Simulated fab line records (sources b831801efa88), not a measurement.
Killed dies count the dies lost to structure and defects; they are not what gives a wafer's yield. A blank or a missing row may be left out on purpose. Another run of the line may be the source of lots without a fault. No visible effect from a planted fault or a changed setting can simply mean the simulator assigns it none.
Comparing a struck lot with a sound one	flow sky130	14 out of 708 route steps
Sound: the wafers L724.1, L724.3, L724.6. The struck wafers were L732.1, L732.4, L732.5. The cause is given at the end.
For every step that has rows: the tool of each side, followed by ch and its chambers, followed by its first start. Under that, the readings that differ: sound wafers	struck wafers	difference of the means	sigmas: that difference in standard deviations of wafers without a fault.
alike: same words and numbers on both sides, and readings whose means sit less than 2 such deviations apart. not compared: any withheld reading, any reading some wafer has no value for, any bound like >300 that may hide the same value, and any number with overlapping values for which the record gives no deviation.
Wherever a step has rows on one side only, a row that says differs or no value, or a row with sigmas, the two part there. When numbers do not overlap yet have no deviation, they are printed without sigmas and do not part them. A reading missing from all wafers of one side parts the sides only when that side holds two or more wafers.

first, 5 steps without rows for these wafers: SKY_DNWELL_SOFTBAKE_03; SKY_DNWELL_EXPOSE_04 (exposes mask DNM, target cd 3000 nm); SKY_DNWELL_PEB_05; SKY_DNWELL_DEVELOP_06 (develop time 60 s); SKY_DNWELL_IMPLANT_07.
SKY_DNWELL_STRIP_08: strips in O2/N2.
  sound on plasma-asher-02 ch 0,1, day 3 13:05; struck on plasma-asher-04 ch 0,1, day 5 12:14
  alike: drypump-motor-current-A, o2-flow-sccm, oes-product-au, strip-time-to-endpoint-s
  not compared: rf-hours-counter-h
SKY_DNWELL_TW_MEAS_09:
  sound on film-metro-02 at day 3 13:11; struck on film-metro-01 at day 5 12:20
  alike: DNWELL_TW
then, 5 steps without rows for these wafers: SKY_PWDE_DEHYDRATE_00 (time 60 s); SKY_PWDE_HMDS_01 (prime time 60 s); SKY_PWDE_COAT_02 (resist thk 3000 nm); SKY_PWDE_SOFTBAKE_03; SKY_PWDE_EXPOSE_04 (exposes mask PWDEM, target cd 840 nm).
SKY_PWDE_PEB_05:
  sound on litho-track-01 ch 0, day 4 04:00; struck on litho-track-01, day 6 06:00
  no value came back on the struck wafers for chill-plate-temp-C (C), exhaust-pa (Pa), heater-power-total-W (W); on the sound wafers chill-plate-temp-C (C) reads 22.90 22.98 22.97
then, 1 step without rows for these wafers: SKY_PWDE_DEVELOP_06 (develop time 60 s).

## WHERE THEY PART
At SKY_PWDE_PEB_05 and nowhere else, as far as this record goes.

WHY: the cause the simulator had injected
At SKY_PWDE_PEB_05, the step was skipped entirely on litho-track-01 from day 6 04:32 on. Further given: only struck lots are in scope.
